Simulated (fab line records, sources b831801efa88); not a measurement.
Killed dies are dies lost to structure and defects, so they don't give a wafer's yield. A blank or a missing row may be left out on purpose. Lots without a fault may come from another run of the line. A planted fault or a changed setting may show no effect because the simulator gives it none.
A struck lot beside a sound one | flow sky130 | 18 steps out of a route of 708
Sound: wafers L831.1, L831.4, L831.5. Struck: wafers L841.4, L841.5. (L841.3 of the same lot was not struck and is left out.) The cause comes at the end.
At each step with rows: each side's tool, then ch and its chambers, then its first start. Under that, the readings that differ: sound wafers | struck wafers | difference of the means | sigmas: that difference in standard deviations of wafers without a fault.
alike: readings whose means differ by less than 2 such deviations, and words and numbers that are the same on both sides. not compared: withheld readings, readings that some wafer has no value for, bounds like >300 that may hide the same value, and numbers for which the record gives no deviation and whose values overlap.
The two part at a step that has a row with sigmas, a row that says differs or no value, or rows on one side only. Numbers that don't overlap but have no deviation are shown without sigmas and don't part them. A reading that every wafer of one side lacks parts them only if that side has two wafers or more.

first, 2 steps without rows for these wafers: SKY_CONTACT_PEB_12; SKY_CONTACT_DEVELOP_13 (develop time 60 s).
SKY_CONTACT_CD_MEAS_14: target cd 170 nm.
  sound on cd_sem-01, day 31 23:02; struck on cd_sem-01, day 35 17:54
  alike: cd_nm
SKY_CONTACT_OVL_MEAS_15:
  sound on overlay-01, day 31 23:10; struck on overlay-01, day 35 17:59
  alike: CONTACT_OVL
SKY_CONTACT_ETCH_16: etches BARC in N2/H2, stops on SiO2, time 45.9 s, target depth 60 nm.
  sound on rie_diel-04 ch 0,2,3, day 31 23:12; struck on rie_diel-04 ch 2,3, day 35 18:01
  alike: drypump_motor_current_A, oes_product_au, throttle_valve_pct
  not compared: rf_hours_counter_h
SKY_CONTACT_ETCH_17: etches SiO2 in C4F8/O2/Ar, stops on Si3N4, target depth 340 nm.
  sound on rie_diel-04 ch 0,2,3, day 31 23:14; struck on rie_diel-04 ch 2,3, day 35 18:04
  alike: oes_product_au
SKY_CONTACT_ETCH_18: etches Si3N4 in CHF3/O2, stops on TiN, time 39 s, target depth 75 nm.
  sound on rie_diel-04 ch 0,2,3; struck on rie_diel-04 ch 2,3
  alike: drypump_motor_current_A, oes_product_au, throttle_valve_pct
  not compared: rf_hours_counter_h
SKY_CONTACT_STRIP_19: strips in O2/N2.
  sound on plasma_asher-03 ch 0,1, day 31 23:20; struck on plasma_asher-03 ch 1, day 35 18:11
  alike: drypump_motor_current_A, oes_product_au, strip_time_to_endpoint_s
  not compared: rf_hours_counter_h
then, 3 steps without rows for these wafers: SKY_CONTACT_STRIP_20 (strips in post etch residue remover, time 1200 s); SKY_CONTACT_CLEAN_21 (cleans in IPA, time 180 s); SKY_CONTACT_CLEAN_22 (cleans in O3/DIW).
SKY_CONTACT_SPUTTER_23: material TiN, target thk 20 nm, time 80 s.
  sound on pvd_sputter-02, day 31 23:55; struck on pvd_sputter-01, day 35 18:45
  alike: throttle_valve_pct
SKY_CONTACT_CVD_24: deposits W, target thk 340 nm, time 102.12 s.
  sound on cvd_w-01 ch 0, day 31 23:59; struck on cvd_w-01 ch 1, day 35 18:51
  reading                               | sound           | struck      | difference | sigmas
  model.W_of_CONTACT_CVD_24.thk_nm (nm) | 333 339.5 337.1 | 388.7 388.1 | +51.9      |
  alike: heater_power_w
SKY_CONTACT_RS_MEAS_25: measures by four-point-probe.
  sound on film_metro-04, day 32 00:06; struck on film_metro-04, day 35 19:15
  reading               | sound             | struck      | difference | sigmas
  CONTACT_W_RS (ohm/sq) | 0.345 0.338 0.341 | 0.295 0.295 | -0.046     | -13
  not compared: hold
SKY_CONTACT_THK_MEAS_26: measures by xrf.
  sound on film_metro-04, day 32 00:13; struck on film_metro-04, day 35 22:13
  reading            | sound       | struck  | difference | sigmas
  CONTACT_W_THK (nm) | 335 344 341 | 390 392 | +51        | +12
  not compared: hold
SKY_CONTACT_CMP_27: polishes, stops on SiO2, t overpolish 15 s, target thk 0 nm.
  sound on cmp-01 ch 0,2,3, day 32 00:20; struck on cmp-02 ch 0,3, day 36 01:08
  reading                | sound          | struck                                            | difference                   | sigmas
  hold                   | - - -          | await_dispo/2.4h/release await_dispo/2.4h/release | no value on the sound wafers |
  time_to_endpoint_s (s) | 80.3 81.1 80.2 | 89.0 85.1                                         | +6.5                         | +3
  alike: motor_current_A
then, 2 steps without rows for these wafers: SKY_METAL1_SPUTTER_00 (material Ti, target thk 15 nm, time 10 s); SKY_PAD_OPEN_PROBE_99.

WHERE THEY PART
First at SKY_CONTACT_RS_MEAS_25; last, within this record, at SKY_CONTACT_CMP_27.

WHY: what the simulator had put in
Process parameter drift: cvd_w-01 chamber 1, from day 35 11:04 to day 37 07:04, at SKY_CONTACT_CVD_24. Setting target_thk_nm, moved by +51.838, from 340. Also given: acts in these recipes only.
